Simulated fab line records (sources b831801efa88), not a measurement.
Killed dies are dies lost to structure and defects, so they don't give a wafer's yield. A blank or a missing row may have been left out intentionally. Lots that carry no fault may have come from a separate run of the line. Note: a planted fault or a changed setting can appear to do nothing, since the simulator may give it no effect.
Check for tools in common + flow gf180mcu + 13 lots, 45 wafers sampled

== WHY IT WAS OPENED ==
GF_V3_THK_MEAS_01, reading V3_CVD_00_THK: flagged on 2 of 13 lots. No-fault wafers: 603 nm, standard deviation 6.4.
Rule: a lot gets a flag if all its wafers with a number sit over 4 standard deviations from that mean, or if no wafer of it has a number. All remaining lots are regarded as sound.

| lot  | measured     | on            | V3_CVD_00_THK (nm), wafer by wafer | flag    |
|------|--------------|---------------|------------------------------------|---------|
| L271 | day 21 23:50 | film metro-03 | 602 599 599                        |         |
| L274 | day 23 08:30 | film metro-03 | 600 609 603                        |         |
| L275 | day 23 15:14 | film metro-01 | 301 306 304 302 306 304            | FLAGGED |
| L276 | day 24 04:01 | film metro-01 | 299 307 306 299 307 305            | FLAGGED |
| L277 | day 24 04:11 | film metro-03 | 607 609 616                        |         |
| L282 | day 26 01:47 | film metro-03 | 604 603 598                        |         |
| L284 | day 26 12:36 | film metro-03 | 601 606 602                        |         |
| L285 | day 26 19:33 | film metro-01 | 611 609 602                        |         |
| L288 | day 27 20:11 | film metro-01 | 597 599 600                        |         |
| L289 | day 28 02:27 | film metro-03 | 606 600 599                        |         |
| L290 | day 28 05:04 | film metro-02 | 602 602 607                        |         |
| L292 | day 28 20:44 | film metro-03 | 595 591 599                        |         |
| L293 | day 29 05:49 | film metro-02 | 614 609 608                        |         |
Average over the flagged lots: 304 nm; offset from the usual -299 nm, equal to -47 standard deviations.

== TOOL THAT RAN EACH LOT ==
4 process steps preceding the reading are held in the record, out of 602 steps in the route. Read each cell as the tool, then ch plus the chambers that the sampled wafers visited, then the start.
| lot  | flag    | GF_V2_ETCH_16                      | GF_M3_SPUTTER_00             | GF_M3_SPUTTER_01             | GF_V3_CVD_00                     |
|------|---------|------------------------------------|------------------------------|------------------------------|----------------------------------|
| L271 |         | rie diel-02 ch 1,2,3, day 20 21:09 | pvd sputter-03, day 20 22:31 | pvd sputter-03, day 20 22:37 | hdpcvd-02 ch 0,1,2, day 21 23:44 |
| L274 |         | rie diel-02 ch 2,3, day 22 06:51   | pvd sputter-01, day 22 08:13 | pvd sputter-01, day 22 08:19 | hdpcvd-01 ch 0,1,2, day 23 08:25 |
| L275 | FLAGGED | rie diel-01 ch 0,3, day 22 13:12   | pvd sputter-02, day 22 14:34 | pvd sputter-02, day 22 14:40 | hdpcvd-01 ch 0,2, day 23 15:10   |
| L276 | FLAGGED | rie diel-04 ch 1,2,3, day 23 03:12 | pvd sputter-03, day 23 04:34 | pvd sputter-03, day 23 04:40 | hdpcvd-01 ch 1,2, day 24 03:56   |
| L277 |         | rie diel-02 ch 1,2,3, day 23 03:33 | pvd sputter-02, day 23 04:55 | pvd sputter-02, day 23 05:01 | hdpcvd-02 ch 0,1,2, day 24 04:07 |
| L282 |         | rie diel-04 ch 3, day 25 01:57     | pvd sputter-02, day 25 03:25 | pvd sputter-02, day 25 03:31 | hdpcvd-02 ch 0,1, day 26 01:40   |
| L284 |         | rie diel-04 ch 0,1,3, day 25 13:16 | pvd sputter-03, day 25 14:38 | pvd sputter-03, day 25 14:44 | hdpcvd-02 ch 0,1, day 26 12:30   |
| L285 |         | rie diel-02 ch 0,1,3, day 25 19:59 | pvd sputter-02, day 25 21:34 | pvd sputter-02, day 25 21:40 | hdpcvd-02 ch 0,1,2, day 26 19:29 |
| L288 |         | rie diel-01 ch 1,2, day 26 21:10   | pvd sputter-01, day 26 22:34 | pvd sputter-01, day 26 22:40 | hdpcvd-01 ch 1,2, day 27 20:06   |
| L289 |         | rie diel-02 ch 0,1, day 27 03:28   | pvd sputter-03, day 27 04:50 | pvd sputter-03, day 27 04:56 | hdpcvd-01 ch 1,2, day 28 02:23   |
| L290 |         | rie diel-01 ch 0,1, day 27 06:19   | pvd sputter-01, day 27 07:45 | pvd sputter-01, day 27 07:51 | hdpcvd-02 ch 0,1,2, day 28 04:57 |
| L292 |         | rie diel-02 ch 0,2, day 27 22:58   | pvd sputter-01, day 28 00:28 | pvd sputter-01, day 28 00:34 | hdpcvd-01 ch 0,1,2, day 28 20:40 |
| L293 |         | rie diel-02 ch 0,1,2, day 28 07:51 | pvd sputter-03, day 28 09:37 | pvd sputter-03, day 28 09:43 | hdpcvd-02 ch 0,1, day 29 05:45   |
What is done by these steps:
- GF_V2_ETCH_16: etches BARC in N2/H2.
- GF_M3_SPUTTER_00: material Ti, target thk 37.5 nm, time 150 s.
- GF_M3_SPUTTER_01: material TiN, target thk 30 nm, time 25 s.
- GF_V3_CVD_00: deposits SiO2, target thk 600 nm, time 100 s.
- GF_V3_THK_MEAS_01

== FLAGGED AGAINST TOTAL, ONE TOOL AT A TIME (gauges that did the reading follow at the end) ==
| step              | tool           | lots run | flagged | share of the flagged lots | sound lots run after its first flagged lot |
|-------------------|----------------|----------|---------|---------------------------|--------------------------------------------|
| GF_V2_ETCH_16     | rie diel-01    | 3        | 1       | some                      | 2 (L288,L290)                              |
| GF_V2_ETCH_16     | rie diel-02    | 7        | 0       | none                      | -                                          |
| GF_V2_ETCH_16     | rie diel-04    | 3        | 1       | some                      | 2 (L282,L284)                              |
| GF_M3_SPUTTER_00  | pvd sputter-01 | 4        | 0       | none                      | -                                          |
| GF_M3_SPUTTER_00  | pvd sputter-02 | 4        | 1       | some                      | 3 (L277,L282,L285)                         |
| GF_M3_SPUTTER_00  | pvd sputter-03 | 5        | 1       | some                      | 3 (L284,L289,L293)                         |
| GF_M3_SPUTTER_01  | pvd sputter-01 | 4        | 0       | none                      | -                                          |
| GF_M3_SPUTTER_01  | pvd sputter-02 | 4        | 1       | some                      | 3 (L277,L282,L285)                         |
| GF_M3_SPUTTER_01  | pvd sputter-03 | 5        | 1       | some                      | 3 (L284,L289,L293)                         |
| GF_V3_CVD_00      | hdpcvd-01      | 6        | 2       | all                       | 3 (L288,L289,L292)                         |
| GF_V3_CVD_00      | hdpcvd-02      | 7        | 0       | none                      | -                                          |
| GF_V3_THK_MEAS_01 | film metro-01  | 4        | 2       | all                       | 2 (L285,L288)                              |
| GF_V3_THK_MEAS_01 | film metro-02  | 2        | 0       | none                      | -                                          |
| GF_V3_THK_MEAS_01 | film metro-03  | 7        | 0       | none                      | -                                          |

== WHAT THE TABLE PERMITS ==
2 rows of the table ran every flagged lot: hdpcvd-01 at GF_V3_CVD_00, film metro-01 at GF_V3_THK_MEAS_01.
- hdpcvd-01 at GF_V3_CVD_00: 2 of its 6 lots flagged. Sound lots followed the first flagged one (L288, L289, L292) on it, something a lasting fault affecting the whole tool could not allow. Its own readings (sih4 flow sccm) fall more than 4 standard deviations out on all wafers of the flagged lots.
- film metro-01 at GF_V3_THK_MEAS_01: 2 of its 4 lots flagged. Sound lots followed the first flagged one (L285, L288) on it, something a lasting fault affecting the whole tool could not allow.
There is no row in the table that ran each flagged lot and no sound lot after the first.

== WHAT THE SIMULATOR HAD INSERTED ==
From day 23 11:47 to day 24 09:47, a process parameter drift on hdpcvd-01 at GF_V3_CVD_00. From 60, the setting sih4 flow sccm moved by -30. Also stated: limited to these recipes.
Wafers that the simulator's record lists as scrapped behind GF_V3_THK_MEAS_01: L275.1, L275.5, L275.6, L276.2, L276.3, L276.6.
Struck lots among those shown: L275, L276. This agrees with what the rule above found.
